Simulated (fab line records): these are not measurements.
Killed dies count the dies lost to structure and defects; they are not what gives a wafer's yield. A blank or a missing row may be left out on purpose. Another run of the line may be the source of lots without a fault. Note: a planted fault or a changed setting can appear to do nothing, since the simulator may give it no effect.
Code-filled problem report in 8D (eight disciplines) form || flow sky130 || the parts of the form that need people (team, actions taken, sign-off) are left out

## 1. PROBLEM STATEMENT
VIA3_HDPCVD_THK at SKY_VIA3_THK_MEAS_01 reads a mean of 1972 nm on 9 wafers of 3 lots; wafers without a fault read 1632 nm with a standard deviation of 16. That puts it +21 standard deviations away from the usual mean.
Earliest sighting: wafer L270.4 on film-metro-02 at day 41 07:04. The record has a number at this step for 42 wafers belonging to 14 lots. Rule for "out" (also "out of limits"): further than 4 standard deviations from the usual mean. The rest of the wafers with a number are treated as sound.

## 2. WHAT IT IS, AND WHAT IT ISN'T
{"question": "which readings at this step", "is": "VIA3_HDPCVD_THK", "is not": "-"}
{"question": "which lots", "is": "L270, L271, L272", "is not": "L262, L263, L264, L265, L266, L267, L268, L269, L278, L281, L285"}
{"question": "which wafers of those lots", "is": "all that have a number", "is not": "-"}
{"question": "read on which gauges", "is": "film-metro-02, film-metro-04", "is not": "film-metro-01"}
{"question": "when", "is": "from day 41 07:04", "is not": "up to then (24 sound wafers); but 9 sound wafers of L278, L281, L285 came after"}

## 3. THE SUSPECTS, EACH WITH WHAT RULES IT OUT
Counting: a tool at a process step up to the reading stays a suspect if it ran every lot that is out and no sound lot after the first of them.
- the gauge at SKY_VIA3_THK_MEAS_01 is ruled out. Those wafers that are out were read across 2 gauges (film-metro-02, film-metro-04).
- hdpcvd-01 at SKY_VIA3_HDPCVD_00 (deposits SiO2, target thk 1635 nm, time 272.5 s): kept. Every lot that is out went through it, starting with L270 (day 41 06:56), and after that it ran no sound lot; the last sound lot it ran before then is L268 (day 40 19:39). On those wafers its own readings are out: sih4-flow-sccm.
After counting, what remains is hdpcvd-01 at SKY_VIA3_HDPCVD_00.

## 4. THE CAUSE (what the simulator had put in)
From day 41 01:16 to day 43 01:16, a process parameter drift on hdpcvd-01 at SKY_VIA3_HDPCVD_00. From 60, the setting sih4-flow-sccm moved by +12. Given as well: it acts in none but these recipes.
Only this tool survived the counting.

## 5. THE EFFECT CHAIN, in route order
Rows list readings where the struck wafers' mean (over those with a number) sits beyond 3 standard deviations from the usual. Only readings whose record carries a usual standard deviation are examined. hours: median over the lots of the time between each lot's start at the first step of this table that gives one and its start at this step. sigmas: the change, counted in usual standard deviations.
{"hours": 0, "step": "SKY_VIA3_HDPCVD_00", "reading": "sih4-flow-sccm", "usual": "59.99 sccm", "on struck wafers": 71.95, "change": "+11.96", "sigmas": "+60"}
{"hours": 0, "step": "SKY_VIA3_THK_MEAS_01", "reading": "VIA3_HDPCVD_THK", "usual": "1632 nm", "on struck wafers": 1972, "change": "+340", "sigmas": "+21"}
Its process steps:
- SKY_VIA3_HDPCVD_00: deposits SiO2, target thk 1635 nm, time 272.5 s.

## 6. HOW IT WOULD HAVE BEEN CAUGHT EARLIER
6 hours passed between the start of the fault at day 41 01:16 and the first reading out of limits at a measuring or inspecting step in this record, taken at day 41 07:04.
Tool's own readings at SKY_VIA3_HDPCVD_00, sih4-flow-sccm: out on all struck wafers the step has rows for; an alarm limit on them would have tripped on the first.
Lots out: 3; of these, L271, L272 started SKY_VIA3_HDPCVD_00 on hdpcvd-01 after day 41 07:04. A hold on the tool at that time would have spared those 2.
